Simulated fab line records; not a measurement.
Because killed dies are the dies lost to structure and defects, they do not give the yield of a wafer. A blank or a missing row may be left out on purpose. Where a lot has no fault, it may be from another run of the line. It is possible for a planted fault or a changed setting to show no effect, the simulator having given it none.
Which tool did it?	flow gf180mcu	13 lots, 39 wafers sampled, at 5 steps of a route of 602

== WHAT THE GAUGES SHOWED, per wafer ==
GF_VT_IMPLANT_OVL_MEAS_18. Usual: VT_IMPLANT_01_OVL gives 0.2 nm (standard deviation 1.3).
lot	measured	on	VT_IMPLANT_01_OVL (nm)	flag
L353	day 6 05:55	overlay-02	1.3 -1.5 0.2	
L354	day 6 11:49	overlay-01	-2.2 -2.2 -1.8	
L355	day 6 18:01	overlay-01	0.1 -0.7 0.4	
L356	day 7 03:07	overlay-01	-1.3 -0.5 -1.6	
L357	day 7 08:43	overlay-01	0.3 -1.0 -0.3	
L358	day 7 15:19	overlay-02	1.1 1.6 -0.6	
L359	day 7 23:07	overlay-01	-0.9 -0.4 -0.5	
L360	day 8 04:16	overlay-02	-1.3 -0.5 0.3	
L363	day 8 19:25	overlay-02	1.1 0.1 2.5	
L366	day 9 18:26	overlay-01	0.4 0.6 0.1	
L370	day 10 15:10	overlay-02	0.8 0.6 1.1	
L372	day 11 07:25	overlay-02	2.3 1.8 1.3	
L376	day 12 14:55	overlay-01	-0.4 -1.3 -1.3	

GF_POLY_GATE_CD_MEAS_10: the cd target is 280 nm. Usual: cd-nm reads 280.0 nm (standard deviation 1.1).
lot	measured	on	cd-nm (nm)	flag
L353	day 9 07:31	cd-sem-01	279.7 279.7 279.3	
L354	day 9 16:37	cd-sem-02	281.2 281.0 281.8	
L355	day 9 21:23	cd-sem-01	280.1 280.6 281.6	
L356	day 10 05:43	cd-sem-01	280.4 280.9 280.1	
L357	day 10 12:37	cd-sem-01	279.9 280.9 279.5	
L358	day 10 18:10	cd-sem-01	281.0 280.4 280.7	
L359	day 11 02:05	cd-sem-01	280.5 280.1 281.1	
L360	day 11 07:34	cd-sem-02	281.1 281.1 281.3	
L363	day 12 05:28	cd-sem-02	281.0 280.5 279.0	
L366	day 13 05:42	cd-sem-02	278.5 279.4 278.6	
L370	day 14 04:59	cd-sem-02	278.1 278.5 278.6	
L372	day 14 20:33	cd-sem-01	278.6 280.7 280.8	
L376	day 16 08:29	cd-sem-01	281.5 280.2 279.2	

== WHAT TOOL EACH LOT RAN ON (gives the tool, then ch and the chambers of the sampled wafers, and finally the start) ==
lot	GF_VT_IMPLANT_STRIP_31	GF_DUAL_GATE_COAT_06	GF_DUAL_GATE_STRIP_13
L353	plasma-asher-03 ch 0,1, day 6 21:21	litho-track-01 ch 0, day 7 23:58	plasma-asher-04 ch 0,1, day 8 08:47
L354	plasma-asher-04 ch 0,1, day 7 03:38	litho-track-01 ch 0, day 8 06:55	plasma-asher-04 ch 0,1, day 8 15:37
L355	plasma-asher-04 ch 0,1, day 7 09:48	litho-track-04 ch 0, day 8 14:09	plasma-asher-04 ch 1, day 8 22:05
L356	plasma-asher-04 ch 0,1, day 7 18:45	litho-track-01 ch 0, day 8 23:25	plasma-asher-01 ch 0,1, day 9 08:23
L357	plasma-asher-04 ch 0,1, day 8 01:11	litho-track-04 ch 0, day 9 06:28	plasma-asher-04 ch 0,1, day 9 16:13
L358	plasma-asher-03 ch 0,1, day 8 07:58	litho-track-04 ch 0, day 9 11:07	plasma-asher-03 ch 0, day 9 20:14
L359	plasma-asher-03 ch 0, day 8 16:37	litho-track-02 ch 0, day 9 20:08	plasma-asher-03 ch 1, day 10 04:59
L360	plasma-asher-03 ch 0,1, day 8 20:41	litho-track-02 ch 0, day 10 00:27	plasma-asher-01 ch 0,1, day 10 09:55
L363	plasma-asher-04 ch 0,1, day 9 11:36	litho-track-04 ch 0, day 10 17:22	plasma-asher-01 ch 0,1, day 11 02:55
L366	plasma-asher-03 ch 0,1, day 10 12:23	litho-track-04 ch 0, day 11 19:40	plasma-asher-03 ch 0,1, day 12 05:47
L370	plasma-asher-04 ch 0,1, day 11 10:27	litho-track-01 ch 0, day 12 19:47	plasma-asher-04 ch 0, day 13 05:41
L372	plasma-asher-03 ch 0,1, day 12 02:57	litho-track-01 ch 0, day 13 10:55	plasma-asher-03 ch 0,1, day 13 21:05
L376	plasma-asher-03 ch 0,1, day 13 11:34	litho-track-02 ch 0, day 14 20:53	plasma-asher-01 ch 0,1, day 15 07:47
- GF_VT_IMPLANT_STRIP_31: strips in O2/N2.
- GF_DUAL_GATE_COAT_06: resist thk 1000 nm.
- GF_DUAL_GATE_STRIP_13: strips in O2/N2.

== AS READ BY THE TOOLS THEMSELVES (means over the sampled wafers that have a number; for cases with no such wafer, the mark the record gives instead) ==
GF_VT_IMPLANT_STRIP_31. Usual: drypump-motor-current-A 5.83 A, standard deviation 0.23; heater-power-w 300 W, standard deviation 23; oes-product-au 0.715 a.u., standard deviation 0.0046; strip-time-to-endpoint-s 12.63 s, standard deviation 0.035.
lot	tool	drypump-motor-current-A (A)	heater-power-w (W)	oes-product-au (a.u.)	strip-time-to-endpoint-s (s)	flag
L353	plasma-asher-03	5.83	288	0.717	12.55	
L354	plasma-asher-04	5.68	306	0.713	12.59	
L355	plasma-asher-04	5.89	323	0.717	12.64	
L356	plasma-asher-04	5.90	325	0.717	12.59	
L357	plasma-asher-04	5.68	310	0.716	12.64	
L358	plasma-asher-03	5.83	290	0.717	12.64	
L359	plasma-asher-03	5.77	280	0.718	12.67	
L360	plasma-asher-03	5.78	285	0.719	12.64	
L363	plasma-asher-04	5.68	308	0.717	12.64	
L366	plasma-asher-03	5.83	287	0.716	12.65	
L370	plasma-asher-04	5.67	308	0.714	12.59	
L372	plasma-asher-03	5.83	288	0.715	12.67	
L376	plasma-asher-03	5.84	286	0.718	12.63	

GF_DUAL_GATE_STRIP_13. Usual: drypump-motor-current-A 5.83 A, standard deviation 0.23; heater-power-w 306 W, standard deviation 22; oes-product-au 0.716 a.u., standard deviation 0.0042; strip-time-to-endpoint-s 12.65 s, standard deviation 0.032.
lot	tool	drypump-motor-current-A (A)	heater-power-w (W)	oes-product-au (a.u.)	strip-time-to-endpoint-s (s)	flag
L353	plasma-asher-04	5.69	304	0.715	12.64	
L354	plasma-asher-04	5.66	307	0.715	12.69	
L355	plasma-asher-04	5.48	288	0.717	12.63	
L356	plasma-asher-01	5.84	307	0.715	12.67	
L357	plasma-asher-04	5.68	307	0.715	12.63	
L358	plasma-asher-03	5.79	282	0.714	12.66	
L359	plasma-asher-03	5.85	294	0.717	12.67	
L360	plasma-asher-01	5.99	314	0.717	12.66	
L363	plasma-asher-01	5.85	316	0.717	12.70	
L366	plasma-asher-03	5.81	289	0.717	12.69	
L370	plasma-asher-04	6.08	344	0.715	12.65	
L372	plasma-asher-03	5.82	288	0.717	12.61	
L376	plasma-asher-01	5.85	312	0.716	12.69	

== THE ANSWER, worked out from the rows above alone ==
Rule: lot off if the mean of its wafers having a number is beyond 3 standard deviations from the usual mean. Also off: a lot with no number at a reading for which 4 or more lots have one. All remaining lots with rows at the step are treated as sound. After the gauges, taken in route order, come the tools' own readings; for these a lot's mean is taken, as printed above. The first step at which some lot is off is used, and at that step the reading that is off furthest; a lot without a number counts as furthest.
No lot is off on any of the readings shown, so nothing can be concluded from this.

== WHAT THE SIMULATOR HAD PUT IN ==
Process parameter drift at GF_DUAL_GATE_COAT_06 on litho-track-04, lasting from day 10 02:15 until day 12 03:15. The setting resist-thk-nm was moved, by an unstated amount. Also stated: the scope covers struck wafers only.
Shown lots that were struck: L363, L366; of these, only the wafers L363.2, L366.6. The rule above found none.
